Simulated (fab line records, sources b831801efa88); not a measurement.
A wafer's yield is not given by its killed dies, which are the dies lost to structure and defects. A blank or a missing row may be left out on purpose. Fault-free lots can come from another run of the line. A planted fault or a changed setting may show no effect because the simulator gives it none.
Problem report in the 8D (eight disciplines) form, filled by code :: flow sky130 :: the parts of the form that need people (team, actions taken, sign-off) are left out

## 1. PROBLEM STATEMENT
VIA3_HDPCVD_THK at SKY_VIA3_THK_MEAS_01 reads a mean of 1709 nm on 1 wafer of 1 lot; wafers without a fault read 1632 nm with a standard deviation of 14. That is +5.5 standard deviations from the usual mean.
Earliest sighting: wafer L338.6 on filmMetro-03 at day 42 16:45. The record has a number at this step for 32 wafers belonging to 11 lots. Rule for "out", or "out of limits": more than 4 standard deviations from the usual mean. Any other wafer with a number is counted as sound.

## 2. WHAT IT IS AND WHAT IT IS NOT
question: which readings at this step
is: VIA3_HDPCVD_THK
is not: -

question: which lots
is: L338
is not: L324, L326, L328, L329, L330, L331, L332, L344, L345, L347

question: which wafers of those lots
is: L338.6
is not: L338.4

question: read on which gauges
is: filmMetro-03
is not: filmMetro-02, filmMetro-04

question: when
is: from day 42 16:45
is not: up to then (22 sound wafers); but 9 sound wafers of L344, L345, L347 came after

## 3. WHAT RULES OUT EACH SUSPECT
Counting: any tool at a process step up to the reading remains a suspect provided it ran every lot that is out. Sound lots after the first of them don't rule it out here, since some wafers of a struck lot are sound.
- the gauge at SKY_VIA3_THK_MEAS_01 has been ruled out. All the wafers that are out were read on filmMetro-03, but those of them that SKY_VIA3_HDPCVD_00 has rows for are out there too, on other tools.
- pvdSputter-04 at SKY_METAL2_SPUTTER_04 (material TiN, target thk 70 nm, time 58.3 s): kept. The lot that is out, L338, ran on it at day 38 12:42; the last sound lot it ran before that was L332, at day 36 08:33.
- rieMetal-03 at SKY_CAPM_METAL_ETCH_13 (etches TiN in Cl2/BCl3, stops on SiO2, target depth 220 nm, time 62.9 s): kept. The lot that is out, L338, ran on it at day 41 15:40; the last sound lot it ran before that was L324, at day 37 02:22.
- plasmaAsher-01 at SKY_METAL3_STRIP_19 (strips in O2/N2): kept. The lot that is out, L338, ran on it at day 42 15:56; the last sound lot it ran before that was L332, at day 40 19:31.
- hdpcvd-02 at SKY_VIA3_HDPCVD_00 (deposits SiO2, target thk 1635 nm, time 272.5 s): kept. The lot that is out, L338, ran on it at day 42 16:38; the last sound lot it ran before that was L329, at day 40 08:04. Its own readings are out on those wafers: runLengthS.
- Within hdpcvd-02 at SKY_VIA3_HDPCVD_00, the wafers that are out were processed in chamber 0 and their sound lot-mates in chamber 2.
Left after counting: pvdSputter-04 at SKY_METAL2_SPUTTER_04, rieMetal-03 at SKY_CAPM_METAL_ETCH_13, plasmaAsher-01 at SKY_METAL3_STRIP_19, hdpcvd-02 at SKY_VIA3_HDPCVD_00.

## 4. THE CAUSE (what the simulator had put in)
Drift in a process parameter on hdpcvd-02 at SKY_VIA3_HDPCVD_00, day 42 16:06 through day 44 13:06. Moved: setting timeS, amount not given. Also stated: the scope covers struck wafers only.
Counting leaves 4 suspects; this tool is one of them.

## 5. THE EFFECT CHAIN, in route order
Each row: a reading whose mean over the struck wafers that have a number lies more than 3 standard deviations from the usual. Only readings whose record carries a usual standard deviation are examined. hours: median over the lots of the time between each lot's start at the first step of this table that gives one and its start at this step. sigmas: the change, counted in usual standard deviations.
hours: 0
step: SKY_VIA3_HDPCVD_00
reading: runLengthS
usual: 300.3 s
on struck wafers: 314.0
change: +13.7
sigmas: +21

hours: 0
step: SKY_VIA3_THK_MEAS_01
reading: VIA3_HDPCVD_THK
usual: 1632 nm
on struck wafers: 1709
change: +77
sigmas: +5.5
Here are the process steps it includes:
- SKY_VIA3_HDPCVD_00: deposits SiO2, target thk 1635 nm, time 272.5 s.

## 6. HOW IT WOULD HAVE BEEN CAUGHT EARLIER
In this record the first reading out of limits at a measuring or inspecting step was taken at day 42 16:45, 1 hour after the fault began at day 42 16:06.
Tool's own readings at SKY_VIA3_HDPCVD_00, runLengthS: out on all struck wafers the step has rows for; an alarm limit on them would have tripped on the first.
By day 42 16:45, every lot that is out (1) had started SKY_VIA3_HDPCVD_00 on hdpcvd-02. A hold on the tool at that time would have spared none of them.
